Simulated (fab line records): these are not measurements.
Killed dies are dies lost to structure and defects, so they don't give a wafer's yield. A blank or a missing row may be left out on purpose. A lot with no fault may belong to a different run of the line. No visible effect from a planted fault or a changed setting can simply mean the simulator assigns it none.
8D (eight disciplines) problem report, filled in by code    flow sky130    the parts of the form that need people (team, actions taken, sign-off) are left out

## 1. PROBLEM STATEMENT
Across 9 wafers from 3 lots, SD_P_TW at SKY_SD_P_TW_MEAS_11 averages 2550, while fault-free wafers read 2799 with a standard deviation of 19. That is -13 standard deviations from the usual mean.
The first sign was on wafer L648.2 at day 30 09:44, on filmMetro-02. Wafers with a number at this step in the record: 39, from 13 lots. Rule for "out" (also "out of limits"): further than 4 standard deviations from the usual mean. All remaining wafers that have a number are taken as sound.

## 2. WHAT IT IS, AND WHAT IT ISN'T
question                     is                          is not
which readings at this step  SD_P_TW                     -
which lots                   L648, L649, L651            L634, L635, L636, L637, L638, L639, L640, L641, L642, L656
which wafers of those lots   all that have a number      -
read on which gauges         filmMetro-01, filmMetro-02  filmMetro-03
when                         from day 30 09:44           up to then (27 sound wafers); but 3 sound wafers of L656 came after

## 3. WHAT RULES OUT EACH SUSPECT
Counting: a tool stays on the suspect list if, at a process step up to the reading, it processed all lots that are out and no sound lot following the first of them.
- the gauge at SKY_SD_P_TW_MEAS_11 has been ruled out. Those wafers that are out were read across 2 gauges (filmMetro-01, filmMetro-02).
- implanter-02 at SKY_SD_P_IMPLANT_09: kept. Every lot that is out went through it, starting with L648 (day 30 09:30), and after that it ran no sound lot; the last sound lot it ran before then is L641 (day 27 15:21). Its own beamEnergyKeV readings are out on those wafers.
After counting, what remains is implanter-02 at SKY_SD_P_IMPLANT_09.

## 4. THE CAUSE (what the simulator had put in)
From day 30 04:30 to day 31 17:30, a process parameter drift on implanter-02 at SKY_SD_P_IMPLANT_09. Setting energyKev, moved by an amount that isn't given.
After counting, this tool was the only one left.

## 5. THE EFFECT CHAIN, in route order
One row per reading whose mean, taken over the struck wafers that have a number, lies over 3 standard deviations from the usual. Only readings whose record carries a usual standard deviation are examined. hours: median over the lots of the time between each lot's start at the first step of this table that gives one and its start at this step. sigmas: the change, counted in usual standard deviations.
hours  step                 reading               usual         on struck wafers  change  sigmas
0      SKY_SD_P_IMPLANT_09  beamEnergyKeV         19.999        14.598            -5.401  -99 or more
0      SKY_SD_P_STRIP_10    oesProductAu          0.618 a.u.    0.636             +0.018  +4.3
0      SKY_SD_P_STRIP_10    stripTimeToEndpointS  17.48 s       16.65             -0.83   -22
0      SKY_SD_P_TW_MEAS_11  SD_P_TW               2799          2550              -249    -13
56     SKY_SD_N_RS_MEAS_17  SD_P_RS               147.1 ohm/sq  168.6             +21.5   +54
It contains these process steps:
- SKY_SD_P_IMPLANT_09
- SKY_SD_P_STRIP_10: strips in O2/N2.

## 6. HOW IT WOULD HAVE BEEN CAUGHT EARLIER
Counted from the fault's start at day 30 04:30, it took 5 hours until the first out-of-limits reading at a measuring or inspecting step in this record, taken at day 30 09:44.
The tool's own readings at SKY_SD_P_IMPLANT_09 were out on every struck wafer that the step has a row for (beamEnergyKeV): an alarm limit on them would have fired on the first of those.
Of the lots that are out (3), L649, L651 began SKY_SD_P_IMPLANT_09 on implanter-02 after day 30 09:44. A hold on the tool at that time would have spared those 2.
